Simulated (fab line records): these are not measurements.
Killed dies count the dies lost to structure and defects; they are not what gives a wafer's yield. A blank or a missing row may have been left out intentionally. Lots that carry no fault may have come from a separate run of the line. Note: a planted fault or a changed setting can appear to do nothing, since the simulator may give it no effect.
fab line records | flow gf180mcu
record: lots: 12 | wafers: 36 | last_day: 34
route steps=602 shown MVPSD@87 VT_IMPLANT@140 V1@351 V3@452 PASSIVATION@601
lots untouched by any fault: they come from a run of this same line in which no faults occurred
start_h: start of the lot's first displayed wafer, in hours after the record's first day | wait_h: how many hours have passed since the lot's step before this one | " the same as in the row above | L1.1+2: several wafers, shown together as one row | - no value, or no start was given | * or withheld: withheld | < > ~ a bound
route shown NAME@n: names a module that has steps shown in the file, with the first one's number in the route | usual: mean/standard deviation of fault-free wafers | same: alike in all rows | chamber/n: place in a boat | sites: the reading at each site | _std_site: standard deviation of those values | _edge_site: mean of outer sites minus mean of inner sites | radius_mm: how far each site lies from the wafer's centre | mask NAME#n: copy n | behind: the last tool/chamber to shape the wafer | hold: reason for holding the lot/hours on hold/outcome of the hold | device: transistor that didn't switch, given as n, p or np | end of line: the tests these same wafers got at the end of their route | a step given without rows: its recipe and nothing more | killed: dies lost to structure and defects at the first sort, not the wafer's yield | map: dies across one wafer; x = killed, . = not, _ = none there
set.NAME: setting as actually run; set.NAME@STEP: the setting as run at that earlier step | model.NAME: the simulator's own value behind a step, which no gauge read
route steps across a sampled set of lots; one table per step, one row per wafer
services: a tool's chamber out of use, with start hour (start_h, from the record's first day; less than 0 if before it), hours out, and reason
== steps ==
step: GF_MVPSD_IMPLANT_09
recipe: species: B | energy_kev: 40 | dose_cm2: 5e+12 | tilt_deg: 0
usual: beam_energy_keV: 40.000/0.013 | dose_ions_cm2: 5e+12/5.2e+09 | faraday_current_uA: 28.2/0.58
same: implant_ion_amu: 11
lot.wafer | tool         | chamber | start_h | wait_h | beam_energy_keV | dose_ions_cm2 | faraday_current_uA
L910.1    | implanter-02 | 0       | 96.48   | 0.1    | 39.996          | 5.002e+12     | 28.1
L910.2    | "            | 0       | "       | "      | 40.006          | 5.003e+12     | 28.2
L910.5    | "            | 0       | "       | "      | 40.001          | 5e+12         | 28.3
L911.1    | implanter-04 | 0       | 104.43  | 0.1    | 40.013          | 5.012e+12     | 28.4
L911.3    | "            | 0       | "       | "      | 40.019          | 5.006e+12     | 28.7
L911.4    | "            | 0       | "       | "      | 40.003          | 5.004e+12     | 27.3
L913.2    | implanter-03 | 0       | 113.66  | 0.1    | 40.006          | 5.006e+12     | 28.6
L913.3    | "            | 0       | "       | "      | 40.015          | 5.012e+12     | 27.7
L913.5    | "            | 0       | "       | "      | 40.004          | 5.007e+12     | 29.2
L914.1    | implanter-04 | 0       | 117.98  | 0.1    | 40.007          | 5.002e+12     | 28.4
L914.5    | "            | 0       | "       | "      | 39.999          | 4.993e+12     | 28.4
L914.6    | "            | 0       | "       | "      | 39.993          | 4.996e+12     | 27.2
L917.3    | implanter-02 | 0       | 138.93  | 0.1    | 39.989          | 5.003e+12     | 28.2
L917.5    | "            | 0       | "       | "      | 39.999          | 5.006e+12     | 29.1
L917.6    | "            | 0       | "       | "      | 40.001          | 4.998e+12     | 28.1
L918.1    | implanter-03 | 0       | 144.63  | 0.1    | 39.998          | 4.996e+12     | 28.2
L918.4    | "            | 0       | "       | "      | 40.020          | 4.999e+12     | 29.0
L918.5    | "            | 0       | "       | "      | 40.010          | 4.995e+12     | 27.8
L920.2    | implanter-03 | 0       | 158.86  | 0.1    | 39.993          | 4.996e+12     | 28.1
L920.3    | "            | 0       | "       | "      | 39.982          | 4.998e+12     | 27.6
L920.5    | "            | 0       | "       | "      | 39.991          | 4.999e+12     | 28.0
L921.4    | implanter-03 | 0       | 162.56  | 0.1    | 39.994          | 6.695e+12     | 38.0
L921.5    | "            | 0       | "       | "      | 40.000          | 6.695e+12     | 39.2
L921.6    | "            | 0       | "       | "      | 40.005          | 6.688e+12     | 37.1
L922.2    | implanter-03 | 0       | 167.80  | 0.1    | 39.993          | 6.694e+12     | 38.3
L922.4    | "            | 0       | "       | "      | 39.990          | 6.689e+12     | 37.3
L922.5    | "            | 0       | "       | "      | 40.006          | 6.696e+12     | 38.4
L926.1    | implanter-02 | 0       | 190.33  | 0.1    | 40.019          | 5.004e+12     | 28.5
L926.3    | "            | 0       | "       | "      | 40.037          | 5e+12         | 27.6
L926.6    | "            | 0       | "       | "      | 40.025          | 5.004e+12     | 28.3
L931.1    | implanter-04 | 0       | 222.98  | 0.1    | 40.007          | 5.002e+12     | 29.2
L931.2    | "            | 0       | "       | "      | 39.972          | 4.996e+12     | 28.0
L931.6    | "            | 0       | "       | "      | 39.988          | 5.001e+12     | 27.2
L932.1    | implanter-02 | 0       | 230.27  | 0.1    | 39.998          | 5.006e+12     | 28.3
L932.3    | "            | 0       | "       | "      | 40.009          | 4.996e+12     | 27.5
L932.6    | "            | 0       | "       | "      | 40.010          | 5.002e+12     | 28.1
step: GF_VT_IMPLANT_RS_MEAS_49
recipe: thk_meas_gauge: four-point-probe
usual: MVPSD_RS: 1168/3.1
lot.wafer | tool          | chamber | start_h | wait_h | hold                     | MVPSD_RS[ohm/sq]
L910.1    | film_metro-01 | -       | 156.36  | 0.1    | -                        | 1165
L910.2    | "             | -       | "       | "      | -                        | 1166
L910.5    | "             | -       | "       | "      | -                        | 1165
L911.1    | film_metro-02 | -       | 166.50  | 0.1    | -                        | 1166
L911.3    | "             | -       | "       | "      | -                        | 1170
L911.4    | "             | -       | "       | "      | -                        | 1167
L913.2    | film_metro-01 | -       | 177.71  | 0.1    | -                        | 1169
L913.3    | "             | -       | "       | "      | -                        | 1168
L913.5    | "             | -       | "       | "      | -                        | 1165
L914.1    | film_metro-01 | -       | 182.55  | 0.1    | -                        | 1165
L914.5    | "             | -       | "       | "      | -                        | 1168
L914.6    | "             | -       | "       | "      | -                        | 1162
L917.3    | film_metro-01 | -       | 205.84  | 0.1    | -                        | 1165
L917.5    | "             | -       | "       | "      | -                        | 1165
L917.6    | "             | -       | "       | "      | -                        | 1168
L918.1    | film_metro-02 | -       | 211.65  | 0.1    | -                        | 1171
L918.4    | "             | -       | "       | "      | -                        | 1173
L918.5    | "             | -       | "       | "      | -                        | 1168
L920.2    | film_metro-03 | -       | 226.91  | 0.1    | -                        | 1167
L920.3    | "             | -       | "       | "      | -                        | 1168
L920.5    | "             | -       | "       | "      | -                        | 1166
L921.4    | film_metro-02 | -       | 232.55  | 0.1    | await_dispo/0.2h/release | 1105
L921.5    | "             | -       | "       | "      | await_dispo/0.2h/release | 1105
L921.6    | "             | -       | "       | "      | await_dispo/0.2h/release | 1107
L921.4    | film_metro-02 | -       | 232.84  | 0.3    | -                        | 1104
L921.5    | "             | -       | "       | "      | -                        | 1104
L921.6    | "             | -       | "       | "      | -                        | 1106
L922.2    | film_metro-02 | -       | 236.82  | 0.1    | await_dispo/0.2h/release | 1099
L922.4    | "             | -       | "       | "      | await_dispo/0.2h/release | 1104
L922.5    | "             | -       | "       | "      | await_dispo/0.2h/release | 1102
L922.2    | film_metro-02 | -       | 237.11  | 0.3    | -                        | 1102
L922.4    | "             | -       | "       | "      | -                        | 1102
L922.5    | "             | -       | "       | "      | -                        | 1102
L926.1    | film_metro-02 | -       | 262.70  | 0.1    | -                        | 1166
L926.3    | "             | -       | "       | "      | -                        | 1170
L926.6    | "             | -       | "       | "      | -                        | 1170
L931.1    | film_metro-02 | -       | 300.55  | 0.1    | -                        | 1166
L931.2    | "             | -       | "       | "      | -                        | 1169
L931.6    | "             | -       | "       | "      | -                        | 1168
L932.1    | film_metro-03 | -       | 309.49  | 0.1    | -                        | 1170
L932.3    | "             | -       | "       | "      | -                        | 1167
L932.6    | "             | -       | "       | "      | -                        | 1165
step: GF_VT_IMPLANT_WET_ETCH_50
recipe: chemistry: dHF | target_depth_nm: 20 | target: SiO2 | temp_c: 25 | dilution: 100:1 | time_s: 400
lot.wafer  | tool         | chamber | start_h | wait_h | hold
L910.1+2+5 | wet_bench-04 | 3       | 156.48  | 0.1    | -
L911.1+3+4 | wet_bench-04 | 3       | 166.62  | 0.1    | -
L913.2+3+5 | wet_bench-02 | 3       | 177.81  | 0.1    | -
L914.1+5+6 | wet_bench-04 | 0       | 182.67  | 0.1    | -
L917.3+5+6 | wet_bench-04 | 2       | 205.92  | 0.1    | -
L918.1+4+5 | wet_bench-04 | 2       | 211.77  | 0.1    | -
L920.2+3+5 | wet_bench-03 | 1       | 227.01  | 0.1    | -
L921.4+5+6 | wet_bench-03 | 0       | 234.29  | 1.4    | await_dispo/1.3h/release
L922.2+4+5 | wet_bench-04 | 2       | 238.55  | 1.4    | await_dispo/1.3h/release
L926.1+3+6 | wet_bench-02 | 2       | 262.82  | 0.1    | -
L931.1+2+6 | wet_bench-04 | 3       | 300.67  | 0.1    | -
L932.1+3+6 | wet_bench-02 | 2       | 309.61  | 0.1    | -
step: GF_V1_ETCH_16
recipe: chemistry: N2/H2 | target_depth_a: withheld | overetch_a: withheld | time_s: withheld | target: BARC | ion_energy_ev: 200 | source_w: 500 | bias_w: 100 | pressure_mtorr: 30 | n2_flow_sccm: 100 | h2_flow_sccm: 200
usual: drypump_motor_current_A: 5.6/0.35 | oes_product_au: 0.855/0.0048 | throttle_valve_pct: 13.225/0.0084
lot.wafer | tool        | chamber | start_h | wait_h | drypump_motor_current_A | oes_product_au | throttle_valve_pct
L910.1    | rie_diel-01 | 1       | 408.19  | 0.0    | 5.9                     | 0.850          | 13.224
L910.2    | "           | 0       | "       | "      | 5.5                     | 0.854          | 13.215
L910.5    | "           | 0       | "       | "      | 5.5                     | 0.850          | 13.226
L911.1    | rie_diel-01 | 3       | 420.90  | 0.0    | 5.8                     | 0.852          | 13.221
L911.3    | "           | 1       | "       | "      | 5.9                     | 0.852          | 13.218
L911.4    | "           | 0       | "       | "      | 5.5                     | 0.859          | 13.232
L913.2    | rie_diel-01 | 0       | 437.95  | 0.0    | 5.5                     | 0.854          | 13.228
L913.3    | "           | 2       | "       | "      | 5.9                     | 0.858          | 13.234
L913.5    | "           | 2       | "       | "      | 5.9                     | 0.861          | 13.222
L914.1    | rie_diel-03 | 1       | 447.65  | 0.0    | 5.4                     | 0.855          | 13.226
L914.5    | "           | 3       | "       | "      | 6.1                     | 0.854          | 13.222
L914.6    | "           | 2       | "       | "      | 5.2                     | 0.856          | 13.222
L917.3    | rie_diel-01 | 3       | 479.50  | 0.0    | 5.8                     | 0.864          | 13.225
L917.5    | "           | 3       | "       | "      | 5.8                     | 0.854          | 13.224
L917.6    | "           | 2       | "       | "      | 5.9                     | 0.852          | 13.223
L918.1    | rie_diel-03 | 3       | 487.25  | 0.0    | 6.2                     | 0.860          | 13.234
L918.4    | "           | 1       | "       | "      | 5.4                     | 0.857          | 13.207
L918.5    | "           | 2       | "       | "      | 5.2                     | 0.855          | 13.218
L920.2    | rie_diel-02 | 3       | 505.10  | 0.0    | 5.3                     | 0.855          | 13.221
L920.3    | "           | 0       | "       | "      | 5.6                     | 0.857          | 13.224
L920.5    | "           | 0       | "       | "      | 5.6                     | 0.852          | 13.236
L921.4    | rie_diel-01 | 3       | 512.90  | 0.0    | 5.8                     | 0.863          | 13.209
L921.5    | "           | 2       | "       | "      | 5.9                     | 0.851          | 13.214
L921.6    | "           | 1       | "       | "      | 5.9                     | 0.856          | 13.226
L922.2    | rie_diel-01 | 3       | 519.45  | 0.0    | 5.8                     | 0.852          | 13.226
L922.4    | "           | 1       | "       | "      | 5.9                     | 0.853          | 13.232
L922.5    | "           | 0       | "       | "      | 5.5                     | 0.849          | 13.235
L926.1    | rie_diel-02 | 1       | 550.94  | 0.0    | 4.7                     | 0.855          | 13.231
L926.3    | "           | 0       | "       | "      | 5.6                     | 0.868          | 13.217
L926.6    | "           | 2       | "       | "      | 6.1                     | 0.861          | 13.211
L931.1    | rie_diel-02 | 2       | 592.55  | 0.0    | 6.1                     | 0.856          | 13.234
L931.2    | "           | 3       | "       | "      | 5.4                     | 0.861          | 13.218
L931.6    | "           | 2       | "       | "      | 6.1                     | 0.862          | 13.221
L932.1    | rie_diel-01 | 1       | 598.84  | 0.0    | 5.9                     | 0.858          | 13.212
L932.3    | "           | 2       | "       | "      | 5.9                     | 0.856          | 13.220
L932.6    | "           | 1       | "       | "      | 5.9                     | 0.850          | 13.234
step: GF_V3_CVD_23
recipe: material: W | target_thk_nm: 350 | time_s: 104.9 | temp_c: 400 | pressure_torr: 40
usual: heater_power_w: 889/68
lot.wafer | tool     | chamber | start_h | wait_h | heater_power_w
L910.1    | cvd_w-02 | 1       | 510.78  | 0.0    | 874
L910.2    | "        | 0       | "       | "      | 986
L910.5    | "        | 0       | "       | "      | 1001
L911.1    | cvd_w-01 | 1       | 523.95  | 0.0    | 831
L911.3    | "        | 0       | "       | "      | 853
L911.4    | "        | 1       | "       | "      | 849
L913.2    | cvd_w-02 | 1       | 539.59  | 0.0    | 837
L913.3    | "        | 0       | "       | "      | 984
L913.5    | "        | 1       | "       | "      | 856
L914.1    | cvd_w-01 | 1       | 548.46  | 0.0    | 831
L914.5    | "        | 1       | "       | "      | 836
L914.6    | "        | 1       | "       | "      | 858
L917.3    | cvd_w-01 | 0       | 576.24  | 0.1    | 857
L917.5    | "        | 0       | "       | "      | 824
L917.6    | "        | 1       | "       | "      | 846
L918.1    | cvd_w-02 | 1       | 584.61  | 0.0    | 854
L918.4    | "        | 1       | "       | "      | 868
L918.5    | "        | 0       | "       | "      | 997
L920.2    | cvd_w-02 | 0       | 600.88  | 0.0    | 999
L920.3    | "        | 1       | "       | "      | 866
L920.5    | "        | 0       | "       | "      | 1020
L921.4    | cvd_w-02 | 1       | 608.24  | 0.1    | 873
L921.5    | "        | 0       | "       | "      | 988
L921.6    | "        | 1       | "       | "      | 873
L922.2    | cvd_w-02 | 1       | 613.96  | 0.0    | 859
L922.4    | "        | 0       | "       | "      | 1013
L922.5    | "        | 1       | "       | "      | 851
L926.1    | cvd_w-02 | 0       | 641.79  | 0.0    | 990
L926.3    | "        | 0       | "       | "      | 971
L926.6    | "        | 1       | "       | "      | 858
L931.1    | cvd_w-01 | 0       | 678.30  | 0.0    | 861
L931.2    | "        | 1       | "       | "      | 843
L931.6    | "        | 0       | "       | "      | 866
L932.1    | cvd_w-01 | 1       | 684.61  | 0.0    | 838
L932.3    | "        | 1       | "       | "      | 815
L932.6    | "        | 0       | "       | "      | 832
step: GF_PASSIVATION_BOW_MEAS_14
recipe: mode: bow
usual: PASSIVATION_BOW: 132/11
lot.wafer | tool          | chamber | start_h | wait_h | PASSIVATION_BOW[um]
L910.1    | film_metro-02 | -       | 668.77  | 0.0    | 137
L910.2    | "             | -       | "       | "      | 145
L910.5    | "             | -       | "       | "      | 157
L911.1    | film_metro-02 | -       | 680.68  | 0.0    | 126
L911.3    | "             | -       | "       | "      | 122
L911.4    | "             | -       | "       | "      | 117
L913.2    | film_metro-01 | -       | 694.13  | 0.0    | 115
L913.3    | "             | -       | "       | "      | 117
L913.5    | "             | -       | "       | "      | 118
L914.1    | film_metro-01 | -       | 699.57  | 0.0    | 128
L914.5    | "             | -       | "       | "      | 117
L914.6    | "             | -       | "       | "      | 132
L917.3    | film_metro-01 | -       | 723.56  | 0.0    | 136
L917.5    | "             | -       | "       | "      | 126
L917.6    | "             | -       | "       | "      | 122
L918.1    | film_metro-03 | -       | 731.62  | 0.0    | 116
L918.4    | "             | -       | "       | "      | 133
L918.5    | "             | -       | "       | "      | 131
L920.2    | film_metro-01 | -       | 743.25  | 0.0    | 144
L920.3    | "             | -       | "       | "      | 139
L920.5    | "             | -       | "       | "      | 148
L921.4    | film_metro-03 | -       | 749.48  | 0.1    | 134
L921.5    | "             | -       | "       | "      | 132
L921.6    | "             | -       | "       | "      | 133
L922.2    | film_metro-03 | -       | 755.44  | 0.0    | 140
L922.4    | "             | -       | "       | "      | 143
L922.5    | "             | -       | "       | "      | 145
L926.1    | film_metro-01 | -       | 776.93  | 0.0    | 129
L926.3    | "             | -       | "       | "      | 147
L926.6    | "             | -       | "       | "      | 129
L931.1    | film_metro-03 | -       | 806.97  | 0.0    | 111
L931.2    | "             | -       | "       | "      | 123
L931.6    | "             | -       | "       | "      | 117
L932.1    | film_metro-03 | -       | 810.72  | 0.0    | 145
L932.3    | "             | -       | "       | "      | 138
L932.6    | "             | -       | "       | "      | 146
== services ==
tool         | chamber | start_h | hours | kind
implanter-03 | -       | 92.05   | 6.3   | repair
implanter-03 | -       | 92.32   | 1.8   | repair
rie_diel-01  | 1       | 125.98  | 11.0  | repair
rie_diel-01  | 2       | 128.23  | 9.6   | repair
cvd_w-02     | -       | 177.26  | 0.4   | repair
wet_bench-04 | -       | 223.72  | 5.3   | repair
rie_diel-01  | 2       | 262.55  | 5.3   | repair
rie_diel-01  | -       | 269.21  | 1.0   | repair
cvd_w-02     | 0       | 271.06  | 5.5   | repair
cvd_w-02     | -       | 390.00  | 14.0  | pm
wet_bench-04 | -       | 401.27  | 1.4   | repair
cvd_w-02     | -       | 412.91  | 0.8   | repair
rie_diel-01  | 2       | 454.36  | 7.0   | repair
cvd_w-02     | -       | 486.22  | 5.5   | repair
wet_bench-04 | -       | 495.25  | 5.4   | repair
rie_diel-01  | -       | 496.68  | 2.8   | pm
rie_diel-01  | 0       | 523.97  | 30.5  | repair
wet_bench-04 | -       | 534.99  | 3.3   | repair
wet_bench-04 | -       | 538.24  | 1.9   | pm
wet_bench-04 | -       | 550.73  | 1.0   | repair
rie_diel-01  | -       | 577.20  | 14.6  | pm
cvd_w-02     | -       | 625.47  | 0.3   | repair
wet_bench-04 | -       | 664.56  | 4.4   | pm
rie_diel-01  | 2       | 672.78  | 29.8  | repair
== key ==
first_sign: step: GF_MVPSD_IMPLANT_09 | reading: dose_ions_cm2 | direction: up | sigmas: 99+ | usual: 5e+12 | struck: 6.693e+12
effect: step: GF_MVPSD_IMPLANT_09 | reading: faraday_current_uA | direction: up | sigmas: 17 | usual: 28.2 | struck: 38.1
effect: step: GF_VT_IMPLANT_RS_MEAS_49 | reading: MVPSD_RS | direction: down | sigmas: 20 | usual: 1168 | struck: 1104
met_at GF_MVPSD_IMPLANT_09
struck_lots L921,L922
tester_left_out L921,L922
not_acting_at GF_V1_ETCH_16,GF_V3_CVD_23,GF_PASSIVATION_BOW_MEAS_14
onset_between 158.86 162.56
fault: kind: process_parameter_drift | tool: implanter-03 | chamber: - | onset_h: 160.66 | steps: GF_MVPSD_IMPLANT_09 | channel: dose_cm2 | offset: 1.691e+12 | shape: step | end_h: 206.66 | acts_in: these_recipes_only | stated: 5e+12
tester_left_out: of these lots the tester's yield and bins aren't shown, on N5 and GAA mostly nor the transistor test; their killed dies are dies lost to structure and defects alone, not to doping, threshold or leakage, so they don't give the yield
